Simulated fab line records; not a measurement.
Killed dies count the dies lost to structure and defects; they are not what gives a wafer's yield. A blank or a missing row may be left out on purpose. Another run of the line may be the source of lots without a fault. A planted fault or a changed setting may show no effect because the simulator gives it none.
Problem report in the 8D (eight disciplines) form, filled by code    flow sky130    the parts of the form that need people (team, actions taken, sign-off) are left out

== 1. WHAT WENT WRONG ==
Wafers free of any fault read 1437 (standard deviation 8.7) for LDD_HVN_TW at SKY_LDD_HVN_TW_MEAS_10, against a mean of 1510 on 6 wafers of 2 lots. Relative to the usual mean, that is a shift of +8.4 standard deviations.
First seen on wafer L195.3, day 23 12:23, on film_metro-04. At this step, 39 wafers from 13 lots have a number in the record. Rule for "out" (also "out of limits"): further than 4 standard deviations from the usual mean. The rest of the wafers with a number are treated as sound.

== 2. WHAT IT IS, WHAT IT ISN'T ==
question                     is                            is not
which readings at this step  LDD_HVN_TW                    -
which lots                   L195, L196                    L188, L189, L193, L194, L197, L203, L204, L205, L206, L209, L210
which wafers of those lots   all that have a number        -
read on which gauges         film_metro-01, film_metro-04  film_metro-02
when                         from day 23 12:23             up to then (12 sound wafers); but 21 sound wafers of L197, L203, L204, L205, L206, L209, L210 came after

== 3. SUSPECTS, AND WHAT RULES EACH OUT ==
Counting: a tool at any process step up to the reading remains a suspect when it ran all the lots that are out and ran no sound lot after the first of those.
- the gauge at SKY_LDD_HVN_TW_MEAS_10 has been ruled out. Those wafers that are out were read across 2 gauges (film_metro-01, film_metro-04).
- implanter-04 at SKY_LDD_HVN_IMPLANT_08: ruled out as a lasting fault. After its first lot that is out, L195 (day 23 12:10), sound lots L203, L204, L206, L210 ran on it.
Left after counting: nothing in the record.

== 4. THE CAUSE (what the simulator had put in) ==
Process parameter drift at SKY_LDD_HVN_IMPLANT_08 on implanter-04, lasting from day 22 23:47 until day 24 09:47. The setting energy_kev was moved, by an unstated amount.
The count ruled it out by mistake, since the rule takes a fault to strike every lot its tool runs from the start of the fault on, and this one did not do so.

== 5. THE CHAIN OF EFFECTS, in route order ==
Rows list readings where the struck wafers' mean (over those with a number) sits beyond 3 standard deviations from the usual. Readings are gone through only where the record gives a usual standard deviation; hours: the median, over the lots, of the time from a lot's start at the first step in this table giving one to that lot's start at this step; sigmas: the change measured in usual standard deviations.
hours  step                    reading          usual   on struck wafers  change   sigmas
0      SKY_LDD_HVN_IMPLANT_08  beam_energy_keV  60.000  72.240            +12.240  +99 or more
0      SKY_LDD_HVN_TW_MEAS_10  LDD_HVN_TW       1437    1510              +73      +8.4
The process steps in it:
- SKY_LDD_HVN_IMPLANT_08
Later steps that measure or inspect, where all struck wafers having a row at the step show a number for every such reading and not one has moved that far: SKY_LDD_HVP_TW_MEAS_10.

== 6. HOW IT WOULD HAVE BEEN CAUGHT EARLIER ==
In this record the first reading out of limits at a measuring or inspecting step was taken at day 23 12:23, 13 hours after the fault began at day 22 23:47.
Tool's own readings at SKY_LDD_HVN_IMPLANT_08, beam_energy_keV: out on all struck wafers the step has rows for; an alarm limit on them would have tripped on the first.
